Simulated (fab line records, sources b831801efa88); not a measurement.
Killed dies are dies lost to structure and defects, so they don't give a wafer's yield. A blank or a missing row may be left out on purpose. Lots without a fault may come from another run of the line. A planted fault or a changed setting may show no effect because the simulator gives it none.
Split-lot experiment | flow sky130 | 5 lots, 23 wafers read, on a route of 708 steps

THE SPLIT
At SKY_CAPM_SPUTTER_02 (material TiN, target thk 200 nm, time 166.7 s), the setting power_w was moved away from the recipe's 6500 W on 9 of the 23 wafers read, by -10.8% to +7.9%. The other wafers ran this setting at the recipe's value.

FROM THE SPLIT TO THE READING: what the file shows between them, 2 steps
- SKY_CAPM_RS_MEAS_03: measures by four-point-probe
- SKY_CAPM_THK_MEAS_04: measures by xrf

THE READING
oes_product_au, in a.u., at SKY_CAPM_METAL_ETCH_13 (etches TiN in Cl2/BCl3, stops on SiO2, target depth 220 nm, time 62.9 s). Fault-free wafers of this fab line usually give 0.942 a.u., standard deviation 0.008 a.u..

wafer  | tool, chamber at the split | power_w as run, W | against the recipe | oes_product_au, a.u. | against lot-mates on the recipe
L074.1 | pvd_sputter-02, -          | 5795              | -10.8%             | 0.880                | -0.068
L074.3 | pvd_sputter-02, -          | 5795              | -10.8%             | 0.877                | -0.071
L074.4 | pvd_sputter-02, -          | 6500              | recipe             | 0.945                | -
L074.5 | pvd_sputter-02, -          | 6500              | recipe             | 0.950                | -
L074.6 | pvd_sputter-02, -          | 5795              | -10.8%             | 0.870                | -0.078
L079.1 | pvd_sputter-04, -          | 6500              | recipe             | 0.949                | -
L079.3 | pvd_sputter-04, -          | 6500              | recipe             | 0.947                | -
L079.4 | pvd_sputter-04, -          | 7013              | +7.9%              | 0.978                | +0.030
L079.5 | pvd_sputter-04, -          | 6500              | recipe             | 0.949                | -
L079.6 | pvd_sputter-04, -          | 7013              | +7.9%              | 0.985                | +0.037
L081.2 | pvd_sputter-03, -          | 6500              | recipe             | 0.942                | -
L081.3 | pvd_sputter-03, -          | 6250              | -3.8%              | 0.909                | -0.029
L081.4 | pvd_sputter-03, -          | 6250              | -3.8%              | 0.918                | -0.020
L081.5 | pvd_sputter-03, -          | 6500              | recipe             | 0.935                | -
L081.6 | pvd_sputter-03, -          | 6500              | recipe             | 0.938                | -
L084.1 | pvd_sputter-04, -          | 6500              | recipe             | 0.933                | -
L084.2 | pvd_sputter-04, -          | 6187              | -4.8%              | 0.927                | -0.008
L084.4 | pvd_sputter-04, -          | 6187              | -4.8%              | 0.908                | -0.027
L084.5 | pvd_sputter-04, -          | 6500              | recipe             | 0.940                | -
L084.6 | pvd_sputter-04, -          | 6500              | recipe             | 0.933                | -
L085.2 | pvd_sputter-04, -          | 6500              | recipe             | 0.951                | -
L085.3 | pvd_sputter-04, -          | 6500              | recipe             | 0.956                | -
L085.6 | pvd_sputter-04, -          | 6500              | recipe             | 0.942                | -

THE FIT
A straight line over all 23 wafers: oes_product_au changes by +0.00583 a.u. for each +1% of power_w; r = +0.97; the points scatter about the line by 0.0076 a.u..
The same after taking each lot's own level away (the mean of its wafers on the recipe; 23 wafers): +0.00572 a.u. for each +1%; r = +0.97; scatter 0.0075 a.u..
On that fit, the largest move of power_w shifts the reading by 0.062 a.u..
The lots' own levels span 0.9353 to 0.9497 a.u., that is 1.8 times the standard deviation above.
So the lot-to-lot level changes the slope little: the two slopes agree.
Check: with one of the wafers moved furthest among these (-10.8%) left out of the fit, the line predicts -0.0627 a.u. for it against its lot-mates. It came out at -0.0675 a.u. against them.

OTHER SPLITS ON THESE WAFERS
These wafers also went through other splits before the reading. Each is held against what the fit with the lots' levels taken away leaves over:
other split on the same wafers | wafers away from the commonest value | r with oes_product_au (lot level and that fit taken away)
SKY_METAL2_METAL_ETCH_19 icp_w | 6                                    | -0.25

THE WHOLE CHAIN: every reading that the file lists as answering this split, in the file's order
step                   | what it does                                                            | reading                                                                        | change (the file's fit)                  | r (the file's)
SKY_CAPM_SPUTTER_02    | material TiN, target thk 200 nm, time 166.7 s                           | TiN_of_CAPM_SPUTTER_02.thk_nm (the simulator's own value, which no gauge read) | +2.08 nm for each +1% of the setting     | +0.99
SKY_CAPM_RS_MEAS_03    | measures by four-point-probe                                            | CAPM_TIN_RS                                                                    | -0.0783 for each +1% of the setting      | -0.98
SKY_CAPM_THK_MEAS_04   | measures by xrf                                                         | CAPM_TIN_THK                                                                   | +2.09 for each +1% of the setting        | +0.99
SKY_CAPM_METAL_ETCH_13 | etches TiN in Cl2/BCl3, stops on SiO2, target depth 220 nm, time 62.9 s | oes_product_au                                                                 | +0.0056 a.u. for each +1% of the setting | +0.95
SKY_CAPM_METAL_ETCH_13 | etches TiN in Cl2/BCl3, stops on SiO2, target depth 220 nm, time 62.9 s | CAPM.feature_depth_nm (the simulator's own value, which no gauge read)         | +1.84 nm for each +1% of the setting     | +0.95

THE FILE'S OWN FIT
oes_product_au changes by +0.0056 a.u. for each +1% of power_w, r = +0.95.
